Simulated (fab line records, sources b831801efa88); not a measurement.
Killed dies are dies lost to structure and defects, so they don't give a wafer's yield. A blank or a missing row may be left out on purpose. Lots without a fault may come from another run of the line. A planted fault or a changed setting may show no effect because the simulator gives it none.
Tool commonality check | flow sky130 | 11 lots, 42 wafers sampled

WHY IT WAS OPENED
At SKY_VT_ADJUST_HVTR_CD_MEAS_07 the reading cd_nm is flagged on 3 of 11 lots. Wafers without a fault read 379.5 nm, standard deviation 2.4.
Rule: a lot is flagged when every wafer of it that has a number lies more than 4 standard deviations from that mean, or none has a number. The other lots count as sound.

lot  | measured     | on        | cd_nm (nm), wafer by wafer          | flag
L677 | day 10 09:19 | cd_sem-01 | 377.7 380.0 376.4                   |
L680 | day 11 00:08 | cd_sem-01 | 376.7 378.4 375.9                   |
L681 | day 11 11:32 | cd_sem-02 | 381.1 378.7 380.8                   |
L682 | day 11 20:26 | cd_sem-02 | 377.2 379.1 379.9                   |
L688 | day 14 04:27 | cd_sem-01 | 382.9 383.8 383.4                   |
L692 | day 15 19:17 | cd_sem-01 | 400.3 400.5 398.0 399.8 400.0 398.0 | FLAGGED
L693 | day 15 19:52 | cd_sem-02 | 396.9 396.1 396.1 396.6 396.2 395.9 | FLAGGED
L694 | day 16 08:26 | cd_sem-01 | 396.1 397.8 399.8 396.5 397.7 399.5 | FLAGGED
L696 | day 16 11:22 | cd_sem-01 | 382.1 378.2 379.6                   |
L697 | day 16 16:49 | cd_sem-01 | 376.1 377.8 377.3                   |
L698 | day 16 22:51 | cd_sem-01 | 379.2 379.5 375.0                   |
The numbers of the flagged lots are 397.9 nm on average: +18.4 nm against the usual, or +8 standard deviations.

WHICH TOOL RAN EACH LOT
The record holds 1 process step before the reading, out of a route of 708 steps. In each cell: the tool, then ch and the chambers that the sampled wafers went through, then the start.
lot  | flag    | SKY_VT_ADJUST_HVTR_COAT_02
L677 |         | litho_track-01 ch 0, day 9 21:35
L680 |         | litho_track-02 ch 0, day 10 12:25
L681 |         | litho_track-03 ch 0, day 10 23:11
L682 |         | litho_track-01 ch 0, day 11 08:26
L688 |         | litho_track-02 ch 0, day 13 15:52
L692 | FLAGGED | litho_track-01 ch 0, day 15 05:17
L693 | FLAGGED | litho_track-01 ch 0, day 15 05:53
L694 | FLAGGED | litho_track-01 ch 0, day 15 18:41
L696 |         | litho_track-02 ch 0, day 15 21:39
L697 |         | litho_track-03 ch 0, day 16 02:27
L698 |         | litho_track-03 ch 0, day 16 08:11
What these steps do:
- SKY_VT_ADJUST_HVTR_COAT_02: resist thk 1140 nm.
- SKY_VT_ADJUST_HVTR_CD_MEAS_07: target cd 380 nm.

FLAGGED OVER TOTAL, TOOL BY TOOL (the gauges that took the reading come last)
step                          | tool           | lots run | flagged | share of the flagged lots | sound lots run after its first flagged lot
SKY_VT_ADJUST_HVTR_COAT_02    | litho_track-01 | 5        | 3       | all                       | 0
SKY_VT_ADJUST_HVTR_COAT_02    | litho_track-02 | 3        | 0       | none                      | -
SKY_VT_ADJUST_HVTR_COAT_02    | litho_track-03 | 3        | 0       | none                      | -
SKY_VT_ADJUST_HVTR_CD_MEAS_07 | cd_sem-01      | 8        | 2       | some                      | 3 (L696,L697,L698)
SKY_VT_ADJUST_HVTR_CD_MEAS_07 | cd_sem-02      | 3        | 1       | some                      | 0

WHAT THE TABLE ALLOWS
1 row of the table ran every flagged lot: litho_track-01 at SKY_VT_ADJUST_HVTR_COAT_02.
- litho_track-01 at SKY_VT_ADJUST_HVTR_COAT_02: 3 of its 5 lots flagged. Its last sound lot is L682 (day 11 08:26), its first flagged lot L692 (day 15 05:17): a fault that began between those two fits. Its own readings lie more than 4 standard deviations out on every wafer of the flagged lots: spin_speed_rpm.
One tool is left: litho_track-01 at SKY_VT_ADJUST_HVTR_COAT_02.

WHAT THE SIMULATOR HAD PUT IN
Process parameter drift: litho_track-01, from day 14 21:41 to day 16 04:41, at SKY_VT_ADJUST_HVTR_COAT_02. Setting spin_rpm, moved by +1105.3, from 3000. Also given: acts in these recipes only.
Lots struck among those shown: L692, L693, L694. The rule above found the same.
